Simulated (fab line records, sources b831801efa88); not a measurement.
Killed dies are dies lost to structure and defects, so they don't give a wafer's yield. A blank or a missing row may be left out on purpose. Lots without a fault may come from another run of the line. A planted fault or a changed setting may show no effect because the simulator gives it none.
fab line records | flow sky130
record lots=12 wafers=36 last_day=50
route steps=708 shown METAL2@487 CAP2M@615 VIA4@651 PAD_OPEN@708
lots that met no fault: from a run of the same line without faults
start_h: hours from the record's first day to the start of the lot's first wafer shown | wait_h: hours since the lot's step before | " the same as in the row above | L1.1+2: a row that stands for several wafers | - no value, or no start given | * or withheld: withheld | < > ~ a bound
route shown NAME@n: a module of which the file shows steps, and the number in the route of the first | usual: mean/standard deviation of fault-free wafers | same: alike in all rows | chamber/n: place in a boat | sites: the reading at each site | _std_site: their standard deviation | _edge_site: outer sites' mean less inner sites' | radius_mm: how far each site lies from the wafer's centre | mask NAME#n: copy n | behind: the tool/chamber that last shaped the wafer | hold: why the lot was held/for how many hours/how that ended | device: the transistor (n, p or np) that didn't switch | end of line: the same wafers' tests at the end of the route | a step without rows: its recipe alone | killed: dies lost to structure and defects at the first sort, not the wafer's yield | map: a wafer's dies, x killed, . not, _ none there
set.NAME: the setting as run; set.NAME@STEP: as run at that earlier step | model.NAME: the simulator's own value behind a step, which no gauge read
steps of the route over a sample of lots; a table a step, a row a wafer
services: from which hour (start_h, from the record's first day; less than 0 if before it) a tool's chamber was out of use, for how many hours, and why
## steps
# step SKY_METAL2_SPUTTER_04
# recipe material=TiN target_thk_nm=70 power_w=6500 time_s=58.3 chamber_pressure_pa=0.4
# usual cathode_dc_power_W=6499.9/1.2 throttle_valve_pct=29.6/0.69
# columns lot.wafer tool chamber start_h wait_h cathode_dc_power_W throttle_valve_pct
L415.1 pvd_sputter-04 - 795.22 0.0 6498.4 29.6
L415.2 " - " " 6500.0 29.0
L415.6 " - " " 6500.4 29.3
L416.1 pvd_sputter-04 - 804.32 0.0 6502.7 28.3
L416.2 " - " " 6500.2 29.5
L416.6 " - " " 6500.6 29.6
L418.1 pvd_sputter-02 - 820.54 0.0 6500.1 29.1
L418.2 " - " " 6499.9 30.2
L418.6 " - " " 6499.5 29.1
L419.4 pvd_sputter-04 - 831.43 0.0 6500.8 29.5
L419.5 " - " " 6498.2 29.0
L419.6 " - " " 6499.0 29.5
L420.1 pvd_sputter-03 - 844.72 0.0 6499.9 29.2
L420.3 " - " " 6501.5 30.3
L420.6 " - " " 6501.1 30.9
L422.2 pvd_sputter-04 - 847.44 0.0 6500.1 29.6
L422.3 " - " " 6497.7 29.6
L422.4 " - " " 6501.1 29.0
L423.1 pvd_sputter-04 - 878.55 0.0 6499.5 28.7
L423.2 " - " " 6498.2 28.8
L423.5 " - " " 6498.6 28.7
L427.1 pvd_sputter-03 - 893.03 0.0 6497.8 30.7
L427.4 " - " " 6500.4 30.6
L427.6 " - " " 6498.5 30.7
L428.1 pvd_sputter-04 - 911.24 0.0 6502.5 29.5
L428.2 " - " " 6501.3 29.3
L428.6 " - " " 6499.3 29.4
L432.1 pvd_sputter-04 - 923.99 0.0 6500.0 29.3
L432.4 " - " " 6499.6 29.3
L432.5 " - " " 6500.0 29.4
L437.2 pvd_sputter-04 - 962.94 0.0 6501.9 29.6
L437.4 " - " " 6499.6 29.3
L437.6 " - " " 6499.9 28.5
L438.1 pvd_sputter-04 - 964.07 0.0 6500.1 29.6
L438.2 " - " " 6499.3 29.5
L438.6 " - " " 6500.6 29.4
# step SKY_CAP2M_OVL_MEAS_12
# usual CAP2M_OVL=1.5/1.3
# columns lot.wafer tool chamber start_h wait_h CAP2M_OVL[nm]
L415.1 overlay-01 - 957.08 0.1 -0.4
L415.2 " - " " 0.0
L415.6 " - " " -0.2
L416.1 overlay-02 - 968.38 0.1 -0.9
L416.2 " - " " 0.5
L416.6 " - " " 0.1
L418.1 overlay-01 - 981.83 0.1 0.0
L418.2 " - " " 0.0
L418.6 " - " " -0.7
L419.4 overlay-02 - 991.45 0.1 3.7
L419.5 " - " " 2.3
L419.6 " - " " 3.6
L420.1 overlay-02 - 1001.83 0.1 2.3
L420.3 " - " " 1.6
L420.6 " - " " 1.1
L422.2 overlay-01 - 1004.29 0.1 3.4
L422.3 " - " " 1.8
L422.4 " - " " 1.0
L423.1 overlay-02 - 1031.69 0.1 0.8
L423.2 " - " " -0.7
L423.5 " - " " 1.1
L427.1 overlay-01 - 1045.69 0.1 0.3
L427.4 " - " " 0.8
L427.6 " - " " 0.6
L428.1 overlay-01 - 1060.08 0.1 1.8
L428.2 " - " " 0.2
L428.6 " - " " 1.4
L432.1 overlay-02 - 1073.03 0.1 3.2
L432.4 " - " " 2.7
L432.5 " - " " 3.6
L437.2 overlay-02 - 1102.89 0.1 1.7
L437.4 " - " " 2.4
L437.6 " - " " 2.7
L438.1 overlay-01 - 1105.23 0.1 0.9
L438.2 " - " " 2.2
L438.6 " - " " 3.0
# step SKY_VIA4_ETCH_12
# recipe target=SiO2 chemistry=C4F8/O2/Ar stop_on=TiN mask_material=NOVOLAK source_w=1500 bias_w=1200 pressure_mtorr=40 c4f8_flow_sccm=withheld O2_flow_sccm=6 Ar_flow_sccm=300 time_s=withheld target_depth_a=5800
# usual oes_product_au=0.926/0.0045
# columns lot.wafer tool chamber start_h wait_h oes_product_au
L415.1 rie_diel-02 0 1007.62 0.0 0.925
L415.2 " 1 " " 0.930
L415.6 " 1 " " 0.935
L416.1 rie_diel-02 2 1018.77 0.0 0.922
L416.2 " 1 " " 0.927
L416.6 " 3 " " 0.922
L418.1 rie_diel-02 2 1030.17 0.0 0.927
L418.2 " 0 " " 0.924
L418.6 " 3 " " 0.936
L419.4 rie_diel-03 1 1041.35 0.0 0.925
L419.5 " 0 " " 0.929
L419.6 " 1 " " 0.928
L420.1 rie_diel-01 1 1050.42 0.0 0.927
L420.3 " 0 " " 0.926
L420.6 " 1 " " 0.918
L422.2 rie_diel-02 1 1052.00 0.0 0.931
L422.3 " 0 " " 0.930
L422.4 " 3 " " 0.922
L423.1 rie_diel-01 2 1077.47 0.0 0.925
L423.2 " 0 " " 0.927
L423.5 " 0 " " 0.925
L427.1 rie_diel-02 3 1090.87 0.0 0.932
L427.4 " 0 " " 0.924
L427.6 " 2 " " 0.923
L428.1 rie_diel-01 2 1104.50 0.0 0.922
L428.2 " 0 " " 0.921
L428.6 " 1 " " 0.928
L432.1 rie_diel-01 0 1116.72 0.0 0.922
L432.4 " 1 " " 0.928
L432.5 " 0 " " 0.930
L437.2 rie_diel-02 3 1144.87 0.0 0.927
L437.4 " 1 " " 0.930
L437.6 " 1 " " 0.920
L438.1 rie_diel-01 1 1146.67 0.0 0.924
L438.2 " 3 " " 0.932
L438.6 " 3 " " 0.909
# step SKY_VIA4_RS_MEAS_19
# recipe thk_meas_gauge=four-point-probe reads=W_of_VIA4_CVD_18+TiN_of_VIA4_SPUTTER_17
# usual VIA4_W_RS=0.227/0.0031
# columns lot.wafer tool chamber start_h wait_h VIA4_W_RS[ohm/sq]
L415.1 film_metro-02 - 1008.50 0.1 0.231
L415.2 " - " " 0.231
L415.6 " - " " 0.233
L416.1 film_metro-04 - 1019.68 0.1 0.223
L416.2 " - " " 0.226
L416.6 " - " " 0.228
L418.1 film_metro-02 - 1031.05 0.1 0.230
L418.2 " - " " 0.226
L418.6 " - " " 0.225
L419.4 film_metro-04 - 1042.35 0.1 0.226
L419.5 " - " " 0.224
L419.6 " - " " 0.226
L420.1 film_metro-01 - 1051.31 0.1 0.227
L420.3 " - " " 0.227
L420.6 " - " " 0.228
L422.2 film_metro-02 - 1052.91 0.1 0.223
L422.3 " - " " 0.221
L422.4 " - " " 0.222
L423.1 film_metro-02 - 1078.38 0.1 0.231
L423.2 " - " " 0.229
L423.5 " - " " 0.232
L427.1 film_metro-01 - 1091.75 0.1 0.231
L427.4 " - " " 0.228
L427.6 " - " " 0.227
L428.1 film_metro-02 - 1105.38 0.1 0.228
L428.2 " - " " 0.231
L428.6 " - " " 0.226
L432.1 film_metro-02 - 1117.63 0.1 0.219
L432.4 " - " " 0.221
L432.5 " - " " 0.223
L437.2 film_metro-01 - 1145.80 0.1 0.226
L437.4 " - " " 0.226
L437.6 " - " " 0.228
L438.1 film_metro-01 - 1147.61 0.1 0.226
L438.2 " - " " 0.230
L438.6 " - " " 0.227
# step SKY_PAD_OPEN_PROBE_99
# usual defect_limited_yield=82.3/2.1 killed_at_M0_to_M3=44/7.3 killed_at_M4_up=3.3/1.8 killed_at_contacts=24/5.3 killed_at_front_end=16/5 killed_at_other=0.2/0.51 killed_dies=87/10 killed_open=47/7.5 killed_short=40/6.3 sort_bin_3_pad_short=0.9/0.41 sort_bin_5_function=10.5/1.6 sort_bin_6_memory=6.3/1.2 sort_n_pass=405/10 sort_yield_pct=82.3/2.1
# same gross_dies=492 killed_at_back_side=0 sort_bin_4_leakage[%]=0 sort_bin_8_speed[%]=0
# columns lot.wafer tool chamber start_h wait_h defect_limited_yield[%] killed_at_M0_to_M3 killed_at_M4_up killed_at_contacts killed_at_front_end killed_at_other killed_dies killed_open killed_short sort_bin_3_pad_short[%] sort_bin_5_function[%] sort_bin_6_memory[%] sort_n_pass sort_yield_pct[%]
L427.1 prober-02 - 1155.40 0.1 83.3 41 3 21 17 0 82 39 43 1.4 9.3 5.9 410 83.3
L427.4 prober-02 - 1155.55 0.2 85.4 36 2 20 14 0 72 39 33 0.6 8.9 5.1 420 85.4
L427.6 prober-02 - 1155.65 0.2 82.9 34 3 23 24 0 84 49 35 1.4 9.6 6.1 408 82.9
L437.2 prober-02 - 1200.61 0.1 69.1 102 2 26 22 0 152 45 48 3.5 20.7 6.7 340 69.1
L437.4 prober-02 - 1200.71 0.2 70.9 95 2 29 17 0 143 58 32 3.3 18.1 7.7 349 70.9
L437.6 prober-02 - 1200.81 0.2 73.8 80 3 20 26 0 129 61 44 2.8 15.7 7.7 363 73.8
L438.1 prober-01 - 1202.75 0.1 73.4 103 6 16 6 0 131 47 29 3.9 17.5 5.3 361 73.4
L438.2 prober-01 - 1202.80 0.1 74.2 95 3 22 7 0 127 34 34 2.8 15.2 7.7 365 74.2
L438.6 prober-01 - 1203.00 0.2 72.0 97 3 27 11 0 138 40 39 3.5 17.5 7.1 354 72.0
# killed by level:class
L427.1 VIA1:geometric_particle:open=9 LI_CONTACT:geometric_particle:open=7 METAL2:geometric_particle:short=7 CONTACT:geometric_particle:open=6 VIA2:geometric_particle:open=5 VIA3:geometric_particle:open=5 FIELD_ISO:geometric_particle:short=4 POLY_GATE:geometric_particle:short=4
L427.4 METAL2:geometric_particle:short=8 VIA1:geometric_particle:open=7 POLY_GATE:geometric_particle:open=5 VIA3:geometric_particle:open=5 LI_CONTACT:geometric_particle:open=4 LOCAL_INTERCONNECT:geometric_particle:short=4 CONTACT:geometric_particle:open=4 VIA1:geometric_particle:short=4
L427.6 LI_CONTACT:geometric_particle:open=11 VIA1:geometric_particle:short=7 VIA1:geometric_particle:open=6 FIELD_ISO:geometric_particle:open=5 VIA2:geometric_particle:open=5 POLY_CUT:geometric_particle:open=4 CONTACT:geometric_particle:open=4 VIA3:geometric_particle:short=4
L437.2 METAL2:unspecified=59 VIA1:geometric_particle:short=11 VIA1:geometric_particle:open=11 FIELD_ISO:geometric_particle:short=8 LI_CONTACT:geometric_particle:open=8 CONTACT:geometric_particle:open=8 METAL1:geometric_particle:short=6 FIELD_ISO:geometric_particle:open=5
L437.4 METAL2:unspecified=53 VIA1:geometric_particle:open=14 CONTACT:geometric_particle:open=13 VIA2:geometric_particle:open=6 CONTACT:geometric_particle:short=5 METAL2:geometric_particle:short=5 FIELD_ISO:geometric_particle:open=4 POLY_GATE:geometric_particle:open=4
L437.6 METAL2:unspecified=24 VIA2:geometric_particle:open=10 VIA1:geometric_particle:open=10 VIA3:geometric_particle:open=9 FIELD_ISO:geometric_particle:open=8 LI_CONTACT:geometric_particle:open=8 CONTACT:geometric_particle:open=7 METAL3:geometric_particle:short=7
L438.1 METAL2:unspecified=55 VIA3:geometric_particle:open=13 CONTACT:geometric_particle:open=9 VIA1:geometric_particle:open=9 METAL1:geometric_particle:short=7 VIA2:geometric_particle:open=5 LI_CONTACT:geometric_particle:open=4 METAL4:geometric_particle:short=4
L438.2 METAL2:unspecified=59 METAL1:geometric_particle:short=8 VIA2:geometric_particle:open=7 VIA1:geometric_particle:open=7 LI_CONTACT:geometric_particle:open=6 LOCAL_INTERCONNECT:geometric_particle:short=6 CONTACT:geometric_particle:open=6 VIA3:geometric_particle:open=5
L438.6 METAL2:unspecified=59 LI_CONTACT:geometric_particle:open=8 METAL1:geometric_particle:short=7 VIA1:geometric_particle:open=7 CONTACT:geometric_particle:open=6 METAL2:geometric_particle:short=6 VIA2:geometric_particle:open=5 LOCAL_INTERCONNECT:geometric_particle:short=4
## services
# columns tool chamber start_h hours kind
pvd_sputter-02 - 794.50 20.5 repair
rie_diel-01 1 799.10 2.4 repair
pvd_sputter-02 - 831.49 20.7 repair
rie_diel-03 1 840.54 5.0 repair
rie_diel-01 0 873.29 3.9 repair
pvd_sputter-02 - 885.51 20.8 repair
pvd_sputter-03 - 907.85 36.5 repair
rie_diel-01 - 912.95 0.8 repair
pvd_sputter-04 0 916.84 - consumable_replace:kit
rie_diel-03 3 936.06 7.0 repair
rie_diel-03 1 940.08 5.1 repair
rie_diel-01 2 952.14 4.3 repair
rie_diel-03 0 955.09 2.4 repair
rie_diel-03 - 959.11 0.3 repair
rie_diel-02 - 962.46 2.8 pm
rie_diel-02 2 992.94 3.8 repair
rie_diel-01 3 1049.39 11.8 repair
rie_diel-03 1 1054.17 3.0 repair
pvd_sputter-02 - 1098.26 3.7 repair
rie_diel-01 3 1109.47 19.0 repair
rie_diel-01 - 1133.69 0.3 repair
rie_diel-01 2 1145.09 2.4 repair
rie_diel-02 2 1145.82 10.2 repair
rie_diel-01 0 1146.47 3.7 repair
## key
first_sign step=SKY_PAD_OPEN_PROBE_99 reading=killed_at_M0_to_M3 direction=up sigmas=7 usual=44 struck=95
effect step=SKY_PAD_OPEN_PROBE_99 reading=sort_bin_3_pad_short direction=up sigmas=5.8 usual=0.9 struck=3.3
met_at SKY_METAL2_SPUTTER_04
struck_lots L437,L438
not_acting_at SKY_CAP2M_OVL_MEAS_12,SKY_VIA4_ETCH_12,SKY_VIA4_RS_MEAS_19
onset_between 923.99 962.94
also_fits time
fault kind=chamber_particle_source tool=pvd_sputter-04 chamber=- onset_h=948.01 steps=SKY_METAL2_SPUTTER_04 rate_per_visit_cm2=1.012 end_h=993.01
